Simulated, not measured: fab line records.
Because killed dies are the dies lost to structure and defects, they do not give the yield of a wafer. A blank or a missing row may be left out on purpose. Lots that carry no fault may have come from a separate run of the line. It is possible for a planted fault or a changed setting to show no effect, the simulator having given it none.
One fault through the eyes of 2 desks / flow sky130 / every desk sees just its own numbers, and what lay behind them comes last

THE TOOL OWNER'S DESK: rieDiel-03
The tool's own readings at SKY_VIA3_ETCH_14 (etches BARC in N2/H2, stops on SiO2, time 45.9 s, target depth 60 nm): means of the sampled wafers that have a number, for each lot that ran on this tool. A lot is out of limits, marked OUT, if its mean lies more than 4 standard deviations from the usual mean; the brackets give that distance.
Columns: A = biasW at SKY_VIA3_ETCH_14, usual 99.96 W; B = chamberPressureMTorr at SKY_VIA3_ETCH_14, usual 30.003 mTorr; C = drypumpMotorCurrentA at SKY_VIA3_ETCH_14, usual 6.1 A; D = oesProductAu at SKY_VIA3_ETCH_14, usual 0.855 a.u.; E = throttleValvePct at SKY_VIA3_ETCH_14, usual 13.224 %
lot=L431; first seen here=day 41 12:10; A=100.19; B=29.993; C=6.1; D=0.858; E=13.226
lot=L433; first seen here=day 42 07:09; A=100.22; B=30.011; C=6.2; D=0.852; E=13.226
lot=L442; first seen here=day 44 04:13; A=100.08; B=29.987; C=6.0; D=0.856; E=13.219
lot=L446; first seen here=day 45 07:22; A=100.10; B=30.000; C=6.1; D=0.855; E=13.219
lot=L448; first seen here=day 45 21:52; A=99.87; B=30.026; C=6.0; D=0.856; E=13.229
lot=L449; first seen here=day 46 06:34; A=100.04; B=30.003; C=6.1; D=0.854; E=13.215
Result from this desk: across the 6 lots, nothing is out of limits.

METROLOGY DESK
What the gauges read, lot by lot, whatever tool the lot ran on: means of the sampled wafers that have a number. A lot is out of limits, marked OUT, if its mean lies more than 4 standard deviations from the usual mean; the brackets give that distance.
Columns: A = VIA3_HDPCVD_THK at SKY_VIA3_THK_MEAS_01, usual 1623 nm
lot=L428; first seen here=day 39 22:01; A=1618
lot=L429; first seen here=day 40 03:40; A=1629
lot=L431; first seen here=day 40 12:01; A=1634
lot=L433; first seen here=day 41 06:53; A=1614
lot=L437; first seen here=day 42 03:46; A=1620
lot=L438; first seen here=day 42 08:35; A=1633
lot=L439; first seen here=day 42 11:12; A=1615
lot=L442; first seen here=day 43 04:11; A=1600
lot=L443; first seen here=day 43 09:27; A=1600
lot=L444; first seen here=day 43 14:17; A=1607
lot=L445; first seen here=day 43 23:53; A=1623
lot=L446; first seen here=day 44 08:50; A=1606
lot=L448; first seen here=day 45 00:36; A=1641
lot=L449; first seen here=day 45 08:52; A=1637
Result from this desk: across the 14 lots, nothing is out of limits.

ALL TOGETHER
The tool owner's desk saw nothing out of limits.
The metrology desk saw nothing out of limits.

WHAT THE SIMULATOR PUT IN
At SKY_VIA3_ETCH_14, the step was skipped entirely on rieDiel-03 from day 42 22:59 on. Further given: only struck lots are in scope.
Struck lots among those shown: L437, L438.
